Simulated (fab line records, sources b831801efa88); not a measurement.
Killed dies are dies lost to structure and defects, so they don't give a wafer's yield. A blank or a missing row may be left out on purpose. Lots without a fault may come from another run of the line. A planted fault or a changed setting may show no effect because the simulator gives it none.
Which tool did it? | flow sky130 | 12 lots, 36 wafers sampled, at 3 steps of a route of 708

WHAT THE GAUGES READ, wafer by wafer
SKY_LOCAL_INTERCONNECT_RS_MEAS_01: measures by four-point-probe. Usual: LOCAL_INTERCONNECT_TIN_RS 14.51 ohm/sq, standard deviation 0.18.
lot  | measured     | on            | LOCAL_INTERCONNECT_TIN_RS (ohm/sq) | flag
L123 | day 30 08:21 | film_metro-03 | 14.28 14.19 14.50                  |
L126 | day 32 08:49 | film_metro-02 | 14.66 14.88 14.77                  |
L127 | day 32 10:45 | film_metro-02 | 14.47 14.33 14.36                  |
L128 | day 32 11:10 | film_metro-01 | 14.17 14.60 14.27                  |
L134 | day 32 23:19 | film_metro-03 | 14.40 14.37 14.70                  |
L137 | day 34 01:58 | film_metro-02 | 14.64 14.56 14.61                  |
L139 | day 34 21:54 | film_metro-01 | 14.73 14.50 14.31                  |
L140 | day 35 02:26 | film_metro-01 | 14.55 14.45 14.50                  |
L141 | day 35 18:59 | film_metro-02 | 14.30 14.22 14.23                  |
L142 | day 35 19:22 | film_metro-03 | 14.33 14.66 14.66                  |
L143 | day 36 07:03 | film_metro-02 | 14.65 14.68 14.75                  |
L144 | day 36 12:43 | film_metro-03 | 14.53 14.51 14.39                  |

WHICH TOOL RAN EACH LOT (tool, then ch and the chambers of the sampled wafers, then the start)
lot  | SKY_LI_CONTACT_STRIP_16              | SKY_LI_CONTACT_CMP_24
L123 | plasma_asher-02 ch 0,1, day 30 07:14 | cmp-02 ch 1,2,3, day 30 08:02
L126 | plasma_asher-02 ch 1, day 32 07:41   | cmp-01 ch 0,2, day 32 08:28
L127 | plasma_asher-04 ch 0,1, day 32 09:39 | cmp-01 ch 0,2,3, day 32 10:23
L128 | plasma_asher-01 ch 0,1, day 32 10:03 | cmp-01 ch 0,1,3, day 32 10:48
L134 | plasma_asher-02 ch 0,1, day 32 22:12 | cmp-02 ch 0,2,3, day 32 23:01
L137 | plasma_asher-01 ch 0,1, day 34 00:51 | cmp-02 ch 0,1,3, day 34 01:38
L139 | plasma_asher-04 ch 0,1, day 34 20:48 | cmp-01 ch 0,1,3, day 34 21:32
L140 | plasma_asher-01 ch 0,1, day 35 01:20 | cmp-01 ch 0,1, day 35 02:05
L141 | plasma_asher-01 ch 0,1, day 35 17:51 | cmp-01 ch 1,2,3, day 35 18:37
L142 | plasma_asher-04 ch 0,1, day 35 18:14 | cmp-01 ch 2,3, day 35 18:59
L143 | plasma_asher-04 ch 1, day 36 05:57   | cmp-01 ch 1,2,3, day 36 06:41
L144 | plasma_asher-01 ch 1, day 36 11:37   | cmp-01 ch 0,2, day 36 12:24
- SKY_LI_CONTACT_STRIP_16: strips in O2/N2.
- SKY_LI_CONTACT_CMP_24: polishes, stops on PSG, t overpolish 20 s, target thk 0 nm.

WHAT THE TOOLS THEMSELVES READ (means of the sampled wafers that have a number; where no wafer has one, the mark that the record gives instead)
SKY_LI_CONTACT_STRIP_16. Usual: drypump_motor_current_A 5.93 A, standard deviation 0.28; oes_product_au 0.375 a.u., standard deviation 0.0048; strip_time_to_endpoint_s 3.48 s, standard deviation 0.036.
lot  | tool            | drypump_motor_current_A (A) | oes_product_au (a.u.) | strip_time_to_endpoint_s (s) | flag
L123 | plasma_asher-02 | 5.73                        | 0.377                 | 3.50                         |
L126 | plasma_asher-02 | 5.78                        | 0.373                 | 3.48                         |
L127 | plasma_asher-04 | 5.78                        | 0.379                 | 3.45                         |
L128 | plasma_asher-01 | 6.09                        | 0.376                 | 3.49                         |
L134 | plasma_asher-02 | 5.73                        | 0.379                 | 3.48                         |
L137 | plasma_asher-01 | 6.19                        | 0.376                 | 3.49                         |
L139 | plasma_asher-04 | 5.78                        | 0.375                 | 3.50                         |
L140 | plasma_asher-01 | 6.18                        | 0.379                 | 3.47                         |
L141 | plasma_asher-01 | 6.05                        | 0.380                 | 3.49                         |
L142 | plasma_asher-04 | 5.79                        | 0.370                 | 3.49                         |
L143 | plasma_asher-04 | 6.17                        | 0.376                 | 3.51                         |
L144 | plasma_asher-01 | 6.29                        | 0.376                 | 3.48                         |

SKY_LI_CONTACT_CMP_24. Usual: edge_zone_pressure_frac 1.000, standard deviation 0.0051; head_pressure_psi 3.499 psi, standard deviation 0.0082; motor_current_A 11.3 A, standard deviation 1.3; overpolish_run_s 20.001 s, standard deviation 0.0092; platen_rpm 60.00 rpm, standard deviation 0.045; time_to_endpoint_s 96 s, standard deviation 3.9.
lot  | tool   | edge_zone_pressure_frac | head_pressure_psi (psi) | motor_current_A (A) | overpolish_run_s (s) | platen_rpm (rpm) | time_to_endpoint_s (s) | flag
L123 | cmp-02 | 1.000                   | 3.507                   | 10.3                | 19.996               | 60.01            | 99                     |
L126 | cmp-01 | 1.003                   | 3.502                   | 11.5                | 19.996               | 66.02            | 87                     | OFF
L127 | cmp-01 | 1.002                   | 3.505                   | 11.9                | 19.996               | 65.97            | 89                     | OFF
L128 | cmp-01 | 1.003                   | 3.503                   | 11.8                | 20.007               | 65.92            | 85                     | OFF
L134 | cmp-02 | 1.004                   | 3.496                   | 10.6                | 20.003               | 59.94            | 95                     |
L137 | cmp-02 | 1.003                   | 3.503                   | 10.2                | 19.997               | 60.02            | 93                     |
L139 | cmp-01 | 0.997                   | 3.490                   | 11.6                | 19.996               | 60.01            | 94                     |
L140 | cmp-01 | 1.001                   | 3.491                   | 10.8                | 20.012               | 60.00            | 99                     |
L141 | cmp-01 | 1.000                   | 3.496                   | 12.5                | 20.002               | 60.02            | 92                     |
L142 | cmp-01 | 1.000                   | 3.508                   | 13.5                | 19.999               | 60.04            | 98                     |
L143 | cmp-01 | 1.004                   | 3.503                   | 12.2                | 19.993               | 60.02            | 92                     |
L144 | cmp-01 | 0.993                   | 3.502                   | 10.9                | 20.000               | 60.02            | 96                     |

THE ANSWER, worked out from the rows above alone
Rule: a lot is off if the mean of its wafers that have a number lies more than 3 standard deviations from the usual mean. A lot without any number at a reading at which 4 lots or more have one is off too. The other lots that the step has rows for count as sound. The gauges are gone through in route order, then the tools' own readings, and for those a lot's mean is taken as printed above. The first step at which some lot is off is used, and at that step the reading that is off furthest; a lot without a number counts as furthest.
Off: L126, L127, L128, at SKY_LI_CONTACT_CMP_24 (platen_rpm).
A tool fits if, at that step or a process step before it, it ran every lot that is off, and no sound lot after the first of them. None of those tried fits.

WHAT THE SIMULATOR HAD PUT IN
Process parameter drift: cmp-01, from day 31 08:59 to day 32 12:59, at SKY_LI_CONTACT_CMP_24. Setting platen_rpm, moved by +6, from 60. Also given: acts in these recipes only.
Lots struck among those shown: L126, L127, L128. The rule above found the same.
